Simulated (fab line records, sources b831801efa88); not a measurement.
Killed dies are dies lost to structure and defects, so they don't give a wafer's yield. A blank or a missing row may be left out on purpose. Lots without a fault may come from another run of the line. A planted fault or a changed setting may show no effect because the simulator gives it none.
fab line records | flow gf180mcu | part 2 of 2: steps 27 to 39 of 39
record lots=5 wafers=15 last_day=34
route steps=602 shown STI@15 DNWELL@32 NWELL@42
lots that met no fault: from a run of the same line without faults
start_h: hours from the record's first day to the start of the lot's first wafer shown | wait_h: hours since the lot's step before | " the same as in the row above | L1.1+2: a row that stands for several wafers | - no value, or no start given | * or withheld: withheld | < > ~ a bound
route shown NAME@n: a module of which the file shows steps, and the number in the route of the first | usual: mean/standard deviation of fault-free wafers | same: alike in all rows | chamber/n: place in a boat | sites: the reading at each site | _std_site: their standard deviation | _edge_site: outer sites' mean less inner sites' | radius_mm: how far each site lies from the wafer's centre | mask NAME#n: copy n | behind: the tool/chamber that last shaped the wafer | hold: why the lot was held/for how many hours/how that ended | device: the transistor (n, p or np) that didn't switch | end of line: the same wafers' tests at the end of the route | a step without rows: its recipe alone | killed: dies lost to structure and defects at the first sort, not the wafer's yield | map: a wafer's dies, x killed, . not, _ none there
set.NAME: the setting as run; set.NAME@STEP: as run at that earlier step | model.NAME: the simulator's own value behind a step, which no gauge read
lots at some steps of the route; a table a step, a row a wafer
services: from which hour (start_h, from the record's first day; less than 0 if before it) a tool's chamber was out of use, for how many hours, and why
## steps
# step GF_DNWELL_TW_MEAS_09
# usual DNWELL_TW=1365/16
# columns lot.wafer tool chamber start_h wait_h DNWELL_TW
L079.1 film_metro-02 - 69.64 0.1 1372
L079.3 " - " " 1380
L079.5 " - " " 1374
L083.1 film_metro-02 - 89.89 0.1 1362
L083.4 " - " " 1357
L083.6 " - " " 1364
L094.1 film_metro-02 - 148.75 0.1 1370
L094.2 " - " " 1358
L094.6 " - " " 1363
L095.1 film_metro-04 - 157.34 0.1 1378
L095.3 " - " " 1376
L095.5 " - " " 1373
L097.2 film_metro-01 - 166.80 0.1 1340
L097.4 " - " " 1344
L097.5 " - " " 1342
# step GF_NWELL_DEHYDRATE_00
# recipe temp_c=200 time_s=60
# columns lot.wafer tool chamber start_h wait_h
L079.1+3+5 litho_track-01 0 75.09 5.4
L083.1+4+6 litho_track-04 0 96.49 6.6
L094.1+2+6 litho_track-01 0 156.09 7.3
L095.1+3+5 litho_track-01 0 164.89 7.5
L097.2+4+5 litho_track-04 0 174.26 7.5
# step GF_NWELL_HMDS_01
# recipe prime_time_s=60 prime_temp_c=120
# columns lot.wafer tool chamber start_h wait_h
L079.1+3+5 litho_track-01 0 75.24 0.1
L083.1+4+6 litho_track-04 0 96.64 0.1
L094.1+2+6 litho_track-01 0 156.24 0.1
L095.1+3+5 litho_track-01 0 165.04 0.1
L097.2+4+5 litho_track-04 0 174.41 0.1
# step GF_NWELL_COAT_02
# recipe spin_rpm=2000 resist_thk_nm=3000
# usual dispense_pressure_kPa=51/4.5
# columns lot.wafer tool chamber start_h wait_h dispense_pressure_kPa
L079.1 litho_track-01 0 75.39 0.1 49
L079.3 " 0 " " 49
L079.5 " 0 " " 49
L083.1 litho_track-04 0 96.79 0.1 57
L083.4 " 0 " " 57
L083.6 " 0 " " 57
L094.1 litho_track-01 0 156.39 0.1 49
L094.2 " 0 " " 49
L094.6 " 0 " " 49
L095.1 litho_track-01 0 165.19 0.1 49
L095.3 " 0 " " 49
L095.5 " 0 " " 49
L097.2 litho_track-04 0 174.56 0.1 57
L097.4 " 0 " " 57
L097.5 " 0 " " 57
# step GF_NWELL_SOFTBAKE_03
# recipe temp_c=110 time_s=withheld
# columns lot.wafer tool chamber start_h wait_h
L079.1+3+5 litho_track-01 0 75.54 0.1
L083.1+4+6 litho_track-04 0 96.94 0.1
L094.1+2+6 litho_track-01 0 156.54 0.1
L095.1+3+5 litho_track-01 0 165.34 0.1
L097.2+4+5 litho_track-04 0 174.72 0.1
# step GF_NWELL_EXPOSE_04
# recipe mask_id=Nwell target_cd_nm=860 na=0.6 source_shape=conventional sigma_outer=0.6 dose_mj=260
# usual stage_vel_mm_s=499.96/0.27
# columns lot.wafer tool chamber start_h wait_h mask stage_vel_mm_s
L079.1 iline_stepper-02 0 - - Nwell#0 500.21
L079.3 " 0 " " Nwell#0 500.08
L079.5 " 0 " " Nwell#0 500.16
L083.1 iline_stepper-01 0 - - Nwell#0 499.70
L083.4 " 0 " " Nwell#0 499.79
L083.6 " 0 " " Nwell#0 499.84
L094.1 iline_stepper-01 0 - - Nwell#0 500.01
L094.2 " 0 " " Nwell#0 500.20
L094.6 " 0 " " Nwell#0 499.68
L095.1 iline_stepper-02 0 - - Nwell#0 500.00
L095.3 " 0 " " Nwell#0 500.22
L095.5 " 0 " " Nwell#0 499.93
L097.2 iline_stepper-01 0 - - Nwell#0 500.04
L097.4 " 0 " " Nwell#0 499.64
L097.5 " 0 " " Nwell#0 499.64
# step GF_NWELL_PEB_05
# recipe temp_c=115 time_s=withheld
# columns lot.wafer tool chamber start_h wait_h
L079.1+3+5 litho_track-03 0 - -
L083.1+4+6 litho_track-03 0 - -
L094.1+2+6 litho_track-04 0 - -
L095.1+3+5 litho_track-03 0 - -
L097.2+4+5 litho_track-01 0 - -
# step GF_NWELL_DEVELOP_06
# recipe wall_angle_deg=90 develop_time_s=60 dev_temp_c=23
# columns lot.wafer tool chamber start_h wait_h
L079.1+3+5 litho_track-03 0 - -
L083.1+4+6 litho_track-03 0 - -
L094.1+2+6 litho_track-04 0 - -
L095.1+3+5 litho_track-03 0 - -
L097.2+4+5 litho_track-01 0 - -
# step GF_NWELL_OVL_MEAS_07
# usual NWELL_OVL=-0.8/1.6
# columns lot.wafer tool chamber start_h wait_h NWELL_OVL[nm]
L079.1 overlay-01 - 83.21 - 1.5
L079.3 " - " " 1.3
L079.5 " - " " 1.2
L083.1 overlay-01 - 104.36 - -1.6
L083.4 " - " " -1.7
L083.6 " - " " -1.5
L094.1 overlay-02 - 164.84 - -0.6
L094.2 " - " " 0.5
L094.6 " - " " 0.1
L095.1 overlay-01 - 173.41 - 0.4
L095.3 " - " " -0.6
L095.5 " - " " 0.2
L097.2 overlay-01 - 183.19 - -1.6
L097.4 " - " " -3.5
L097.5 " - " " -3.5
# step GF_NWELL_IMPLANT_08
# recipe species=P energy_kev=461.5 dose_cm2=1.5e+13 tilt_deg=0
# columns lot.wafer tool chamber start_h wait_h
L079.1+3+5 implanter-02 0 83.24 0.0
L083.1+4+6 implanter-01 0 104.39 0.0
L094.1+2+6 implanter-02 0 164.87 0.0
L095.1+3+5 implanter-02 0 173.44 0.0
L097.2+4+5 implanter-04 0 183.25 0.0
# step GF_NWELL_IMPLANT_09
# recipe species=P energy_kev=160 dose_cm2=4e+12 tilt_deg=0
# columns lot.wafer tool chamber start_h wait_h
L079.1+3+5 implanter-02 0 83.39 0.1
L083.1+4+6 implanter-01 0 104.54 0.1
L094.1+2+6 implanter-02 0 165.02 0.1
L095.1+3+5 implanter-02 0 173.59 0.1
L097.2+4+5 implanter-04 0 183.40 0.1
# step GF_NWELL_STRIP_10
# recipe chemistry=O2/N2 power_w=1400 pressure_mtorr=1500 platen_temp_c=250 o2_flow_sccm=3000 n2_flow_sccm=300 overash_fraction=0.5
# usual drypump_motor_current_A=5.87/0.23 heater_power_w=329/40 oes_product_au=0.723/0.0043 strip_time_to_endpoint_s=36.89/0.11
# columns lot.wafer tool chamber start_h wait_h drypump_motor_current_A heater_power_w oes_product_au rf_hours_counter_h strip_time_to_endpoint_s
L079.1 plasma_asher-01 0 83.54 0.1 6.07 382 0.723 44 36.84
L079.3 " 0 " " 6.07 384 0.728 - 36.93
L079.5 " 0 " " 6.10 381 0.720 - 36.88
L083.1 plasma_asher-03 0 104.69 0.1 5.66 322 0.723 45 36.84
L083.4 " 1 " " 5.89 344 0.725 - 36.93
L083.6 " 0 " " 5.68 337 0.719 - 36.83
L094.1 plasma_asher-03 1 165.17 0.1 5.85 349 0.726 51 37.07
L094.2 " 0 " " 5.68 330 0.725 51 37.01
L094.6 " 1 " " 5.88 346 0.727 - 37.01
L095.1 plasma_asher-02 0 173.74 0.1 6.14 323 0.723 6 36.97
L095.3 " 1 " " 5.83 250 0.724 - 36.90
L095.5 " 1 " " 5.80 261 0.725 - 36.93
L097.2 plasma_asher-02 1 183.52 0.1 5.83 262 0.721 7 36.92
L097.4 " 0 " " 6.15 320 0.721 - 36.86
L097.5 " 0 " " 6.16 321 0.720 - 36.74
# step GF_NWELL_TW_MEAS_11
# usual NWELL_TW=1597/10
# columns lot.wafer tool chamber start_h wait_h NWELL_TW
L079.1 film_metro-02 - 83.64 0.1 1603
L079.3 " - " " 1604
L079.5 " - " " 1599
L083.1 film_metro-02 - 104.79 0.1 1603
L083.4 " - " " 1598
L083.6 " - " " 1601
L094.1 film_metro-02 - 165.27 0.1 1595
L094.2 " - " " 1601
L094.6 " - " " 1591
L095.1 film_metro-03 - 173.84 0.1 1572
L095.3 " - " " 1586
L095.5 " - " " 1585
L097.2 film_metro-02 - 183.63 0.1 1608
L097.4 " - " " 1599
L097.5 " - " " 1601
## services
# columns tool chamber start_h hours kind
plasma_asher-02 - 29.63 0.3 repair
iline_stepper-02 - 30.87 2.7 repair
furnace-02 - 38.75 5.4 repair
iline_stepper-02 - 49.10 1.1 repair
wet_bench-01 - 51.08 6.5 repair
implanter-02 - 51.17 1.1 repair
furnace-01 - 56.51 2.9 pm
hdpcvd-01 0 59.70 4.4 repair
plasma_asher-03 - 62.03 2.8 pm
iline_stepper-01 - 70.11 2.0 repair
plasma_asher-04 - 70.71 0.8 repair
cmp-01 - 72.81 0.7 repair
implanter-02 - 101.80 1.8 repair
iline_stepper-01 - 107.34 3.9 repair
furnace-01 - 107.73 1.5 pm
plasma_asher-02 - 108.75 9.0 pm
furnace-02 - 122.25 4.3 pm
plasma_asher-04 - 134.02 4.3 repair
furnace-02 - 134.84 3.8 pm
cmp-01 - 135.36 0.8 repair
iline_stepper-01 - 166.81 4.3 pm
implanter-01 - 166.84 0.6 repair
rie_si-02 3 166.87 7.8 repair
implanter-02 - 169.90 1.9 repair
